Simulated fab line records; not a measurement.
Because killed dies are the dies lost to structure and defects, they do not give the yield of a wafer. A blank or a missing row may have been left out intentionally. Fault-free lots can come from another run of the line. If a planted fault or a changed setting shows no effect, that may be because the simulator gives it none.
The tool behind it: which one? / flow sky130 / Sampling: 7 lots, 21 wafers, 2 of 708 route steps

== WHAT THE GAUGES READ, wafer by wafer ==
SKY_DNWELL_TW_MEAS_09.
lot=L900; measured=day 3 20:32; on=filmMetro-02; DNWELL_TW=1105 1104 1102
lot=L902; measured=day 4 06:43; on=filmMetro-04; DNWELL_TW=1117 1107 1116
lot=L904; measured=day 4 11:20; on=filmMetro-02; DNWELL_TW=1103 1098 1101
lot=L906; measured=day 4 19:32; on=filmMetro-02; DNWELL_TW=1108 1097 1108
lot=L908; measured=day 5 10:20; on=filmMetro-04; DNWELL_TW=1118 1123 1121
lot=L915; measured=day 6 21:29; on=filmMetro-03; DNWELL_TW=1131 1127 1133
lot=L918; measured=day 7 13:00; on=filmMetro-02; DNWELL_TW=1106 1108 1110

== EACH LOT AND THE TOOL THAT RAN IT (in order: tool; ch and the chambers of the sampled wafers; start) ==
lot=L900; SKY_FIELD_ISO_CVD_24=hdpcvd-02 ch 0,1, day 2 12:36
lot=L902; SKY_FIELD_ISO_CVD_24=hdpcvd-01 ch 1,2, day 3 05:10
lot=L904; SKY_FIELD_ISO_CVD_24=hdpcvd-02 ch 0,1,2, day 3 12:34
lot=L906; SKY_FIELD_ISO_CVD_24=hdpcvd-01 ch 0,1,2, day 3 21:08
lot=L908; SKY_FIELD_ISO_CVD_24=hdpcvd-01 ch 0,2, day 4 09:34
lot=L915; SKY_FIELD_ISO_CVD_24=hdpcvd-01 ch 1,2, day 5 19:51
lot=L918; SKY_FIELD_ISO_CVD_24=hdpcvd-02 ch 0,2, day 6 10:07
- SKY_FIELD_ISO_CVD_24: deposits SiO2, target thk 595 nm, time 99.2 s.

== THE ANSWER, worked out from the rows above alone ==
Rule: the usual values come from the lots themselves. The widest of any qualifying gaps counts: lots, ordered by their means at a reading, are off when they make up no more than a third of the lots, leave a main group of 4 or more, and stand apart from it by 3 or more times the standard deviation of that group's means. A main group is skipped when, at the precision printed for the reading in the tables above, its means are all equal. Also off: a lot with no number at a reading for which 4 or more lots have one. Where the step has rows for the other lots, those lots are counted as sound.
Nothing can be told from this: no lot is off at any reading shown.

== WHAT WAS PUT IN BY THE SIMULATOR ==
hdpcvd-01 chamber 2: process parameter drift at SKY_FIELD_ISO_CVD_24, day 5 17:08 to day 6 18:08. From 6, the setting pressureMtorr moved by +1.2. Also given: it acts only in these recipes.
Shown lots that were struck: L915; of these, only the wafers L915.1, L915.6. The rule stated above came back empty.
